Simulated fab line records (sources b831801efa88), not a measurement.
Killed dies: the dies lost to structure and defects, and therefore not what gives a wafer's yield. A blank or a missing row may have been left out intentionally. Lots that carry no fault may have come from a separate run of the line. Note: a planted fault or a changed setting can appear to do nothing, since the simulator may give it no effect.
Which tool is to blame? :: flow gf180mcu :: 6 lots, 18 wafers sampled, at 3 steps of a route of 602

WHAT EACH GAUGE READ, for each wafer
GF_CONTACT_RS_MEAS_25: measurement is done with a four-point probe.
lot: L834
measured: day 16 13:30
on: film_metro-04
CONTACT_W_RS (ohm/sq): 0.382 0.386 0.383

lot: L837
measured: day 17 17:20
on: film_metro-04
CONTACT_W_RS (ohm/sq): 0.377 0.383 0.382

lot: L845
measured: day 20 09:56
on: film_metro-01
CONTACT_W_RS (ohm/sq): 0.447 0.381 0.438

lot: L847
measured: day 21 01:34
on: film_metro-03
CONTACT_W_RS (ohm/sq): 0.384 0.441 0.380

lot: L851
measured: day 22 16:28
on: film_metro-03
CONTACT_W_RS (ohm/sq): 0.390 0.387 0.382

lot: L855
measured: day 24 00:49
on: film_metro-01
CONTACT_W_RS (ohm/sq): 0.378 0.384 0.380

WHICH TOOL RAN EACH LOT (tool, then ch and the chambers of the sampled wafers, then the start)
lot: L834
GF_PSD_STRIP_10: plasma_asher-03 ch 0,1, day 14 14:35
GF_CONTACT_CVD_24: cvd_w-02 ch 0,1, day 16 13:23

lot: L837
GF_PSD_STRIP_10: plasma_asher-02 ch 0, day 15 17:59
GF_CONTACT_CVD_24: cvd_w-01 ch 0,1, day 17 17:13

lot: L845
GF_PSD_STRIP_10: plasma_asher-03 ch 0,1, day 18 07:08
GF_CONTACT_CVD_24: cvd_w-01 ch 0,1, day 20 09:49

lot: L847
GF_PSD_STRIP_10: plasma_asher-03 ch 0,1, day 18 23:29
GF_CONTACT_CVD_24: cvd_w-01 ch 0,1, day 21 01:26

lot: L851
GF_PSD_STRIP_10: plasma_asher-02 ch 0,1, day 20 15:01
GF_CONTACT_CVD_24: cvd_w-02 ch 0,1, day 22 16:20

lot: L855
GF_PSD_STRIP_10: plasma_asher-02 ch 0,1, day 22 01:47
GF_CONTACT_CVD_24: cvd_w-02 ch 0,1, day 24 00:43
- GF_PSD_STRIP_10: strips in O2/N2.
- GF_CONTACT_CVD_24: deposits W, target thk 300 nm, time 90.339 s.

THE ANSWER, worked out from the rows above alone
Rule: the lots themselves supply what counts as usual. Put in order of their means at a reading, lots are off if they are a third of the lots or fewer, leave a main group of 4 or more, and stand apart from it by a gap of 3 or more times the standard deviation of the main group's means; of several such gaps the widest counts. A main group whose means are all the same, to the digits that the tables above print for the reading, isn't used. Also off: a lot with no number at a reading for which 4 or more lots have one. All remaining lots with rows at the step are treated as sound.
Off: at GF_CONTACT_RS_MEAS_25 (CONTACT_W_RS), L845, L847. Mean 0.383 ohm/sq and standard deviation 0.0024 in the main group.
If a tool, at a process step before that reading, ran all the lots that are off and no sound lot after the first of them, it fits. Gauges at GF_CONTACT_RS_MEAS_25: tried the same way as those tools. This does not decide it: 2 tools fit, namely plasma_asher-03 at GF_PSD_STRIP_10 and cvd_w-01 at GF_CONTACT_CVD_24.

WHAT WAS PUT IN BY THE SIMULATOR
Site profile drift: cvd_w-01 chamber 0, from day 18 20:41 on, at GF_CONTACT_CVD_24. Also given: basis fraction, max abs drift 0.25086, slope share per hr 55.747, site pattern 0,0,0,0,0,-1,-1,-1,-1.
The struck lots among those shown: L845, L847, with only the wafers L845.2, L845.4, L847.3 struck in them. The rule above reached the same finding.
